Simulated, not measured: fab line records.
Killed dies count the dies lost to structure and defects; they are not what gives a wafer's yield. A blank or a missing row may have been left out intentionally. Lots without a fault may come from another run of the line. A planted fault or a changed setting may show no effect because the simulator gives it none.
Matching of chambers -- flow sky130 -- cmp-01 running SKY_VIA1_CMP_24: 4 sister chambers
The step polishes, stops on SiO2, t overpolish 15 s, target thk 0 nm. 42 wafers are shown with their chamber, then 12 later ones without.

== WAFERS, EACH WITH ITS CHAMBER ==
wafer,chamber,motor current A (A),time to endpoint s (s),overpolish run s (s)
L074.2,0,10.8,63.7,15.003
L074.3,3,13.3,68.4,15.010
L074.6,3,12.5,67.7,15.005
L074.1,2,10.7,69.7,14.994
L074.4,1,12.5,70.1,15.001
L074.5,0,10.5,68.2,15.004
L076.2,0,10.3,65.3,14.991
L076.4,1,12.8,66.8,14.975
L076.5,1,12.3,70.2,14.995
L077.2,3,12.6,71.5,15.004
L077.3,2,11.0,64.0,14.997
L077.6,0,10.7,68.2,14.997
L079.2,2,11.6,69.8,15.004
L079.5,3,12.9,70.1,14.995
L079.6,0,10.4,68.7,15.012
L080.2,2,11.1,65.8,15.008
L080.4,0,10.8,65.6,15.007
L080.6,1,13.8,71.1,15.012
L081.1,1,13.1,68.4,14.997
L081.4,3,13.2,70.4,14.978
L081.5,0,10.2,66.2,15.008
L084.4,2,11.1,62.8,14.999
L084.5,1,13.2,66.2,15.007
L084.6,2,11.1,62.6,15.017
L086.3,0,10.7,66.7,15.003
L086.5,0,9.9,65.4,15.008
L086.6,3,12.6,66.6,15.012
L088.1,2,11.2,63.8,14.996
L088.2,3,12.4,67.2,14.990
L088.3,0,10.7,65.9,14.999
L088.4,1,13.1,68.6,14.998
L088.5,3,13.2,68.3,14.991
L088.6,0,10.3,63.9,14.998
L090.1,0,10.1,67.4,14.994
L090.5,2,11.0,68.2,15.008
L090.6,1,12.6,68.1,15.010
L091.3,2,10.7,67.3,14.988
L091.4,0,10.5,65.6,14.995
L091.5,3,13.3,70.2,14.997
L092.1,0,10.8,67.2,15.003
L092.2,3,12.8,68.1,14.985
L092.6,3,12.5,67.5,14.998

SIGNATURES (averages over the wafers above)
reading,chamber 0,chamber 1,chamber 2,chamber 3,scatter within a chamber
motor current A,10.479,12.925,11.056,12.845,0.344
time to endpoint s,66.286,68.688,66.000,68.727,1.93
overpolish run s,15.00157,14.99938,15.00122,14.99682,0.00913
Rule: for a wafer and a chamber, the distance is found by dividing, reading by reading, the gap between the wafer's reading and the chamber's mean by the reading's scatter, squaring, summing and taking the root. If the next closest chamber is less than 2 further off than the closest, the wafer can't be placed; otherwise it belongs to the closest. The scatter: the root of (the sum of the squares of (reading less its chamber's mean) over the shown wafers, divided by (wafers less chambers)).

== WAFERS WHOSE CHAMBER IS MISSING ==
wafer,motor current A (A),time to endpoint s (s),overpolish run s (s)
L095.1,10.4,64.0,15.004
L095.2,10.3,64.2,14.997
L095.6,13.1,70.0,15.012
L095.3,12.8,68.2,14.996
L095.4,13.2,68.7,14.989
L095.5,10.2,65.6,14.998
L094.1,10.3,63.9,14.993
L094.3,12.6,65.3,15.002
L094.6,12.8,65.8,15.000
L096.2,10.5,61.8,14.996
L096.3,12.6,63.9,15.006
L096.4,11.2,64.4,14.990

== CHAMBER TAKEN BY EACH ==
wafer,from the rows above,in truth
L095.1,can't be placed: 0 or 2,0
L095.2,can't be placed: 0 or 2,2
L095.6,can't be placed: 1 or 3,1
L095.3,can't be placed: 3 or 1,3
L095.4,can't be placed: 3 or 1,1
L095.5,can't be placed: 0 or 2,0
L094.1,can't be placed: 0 or 2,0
L094.3,can't be placed: 3 or 1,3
L094.6,can't be placed: 1 or 3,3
L096.2,can't be placed: 0 or 2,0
L096.3,can't be placed: 1 or 3 or 2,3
L096.4,can't be placed: 2 or 0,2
0 of 12 placed correctly. Not placeable from these rows: 12 (in 12, the candidates include the true chamber). 0 placed wrongly.
